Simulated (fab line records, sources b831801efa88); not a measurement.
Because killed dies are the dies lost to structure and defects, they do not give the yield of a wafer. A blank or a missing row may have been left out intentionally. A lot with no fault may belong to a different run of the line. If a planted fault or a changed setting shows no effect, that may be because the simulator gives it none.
Chamber matching + flow gf180mcu + GF_V4_CVD_02 on pecvd-01 has 3 sister chambers
The step deposits SiO2 from TEOS, target thk 850 nm, time 94.851 s. 14 wafers are shown with their chamber, then 7 later ones without.

## WAFERS WITH THEIR CHAMBER
| wafer  | chamber | heater power w (W) |
|--------|---------|--------------------|
| L346.1 | 0       | 649                |
| L346.3 | 1       | 589                |
| L346.5 | 0       | 658                |
| L348.1 | 0       | 598                |
| L348.2 | 1       | 557                |
| L348.3 | 2       | 635                |
| L349.1 | 2       | 630                |
| L349.4 | 0       | 596                |
| L349.6 | 2       | 520                |
| L352.1 | 0       | 532                |
| L352.4 | 1       | 608                |
| L352.6 | 2       | 619                |
| L354.2 | 2       | 583                |
| L354.5 | 2       | 652                |

SIGNATURES, as means of the wafers listed above
| reading        | chamber 0 | chamber 1 | chamber 2 | scatter within a chamber |
|----------------|-----------|-----------|-----------|--------------------------|
| heater power w | 606.60    | 584.67    | 606.50    | 45.9                     |
Rule: for each reading, subtract the chamber's mean from the wafer's reading, divide by that reading's scatter and square the result; add these up over the readings and take the root, which gives the wafer's distance from the chamber. If the next closest chamber is less than 2 further off than the closest, the wafer can't be placed; otherwise it belongs to the closest. How the scatter is found: for the shown wafers, subtract from each reading the mean of its chamber, square and add these, divide the total by (wafers less chambers), then take the root.

## WAFERS WITHOUT THEIR CHAMBER
| wafer  | heater power w (W) |
|--------|--------------------|
| L354.6 | 632                |
| L364.1 | 662                |
| L364.4 | 504                |
| L364.5 | 514                |
| L365.3 | 659                |
| L365.5 | 513                |
| L365.6 | 527                |

## THE CHAMBER EACH PASSED THROUGH
| wafer  | from the rows above          | in truth |
|--------|------------------------------|----------|
| L354.6 | can't be placed: 0 or 2 or 1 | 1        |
| L364.1 | can't be placed: 0 or 2 or 1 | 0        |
| L364.4 | can't be placed: 1 or 2 or 0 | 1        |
| L364.5 | can't be placed: 1 or 2 or 0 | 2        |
| L365.3 | can't be placed: 0 or 2 or 1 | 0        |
| L365.5 | can't be placed: 1 or 2 or 0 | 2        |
| L365.6 | can't be placed: 1 or 2 or 0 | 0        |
Correctly placed: 0 of 7. Not placeable from these rows: 7 (in 7, the candidates include the true chamber). Number placed wrongly: 0.
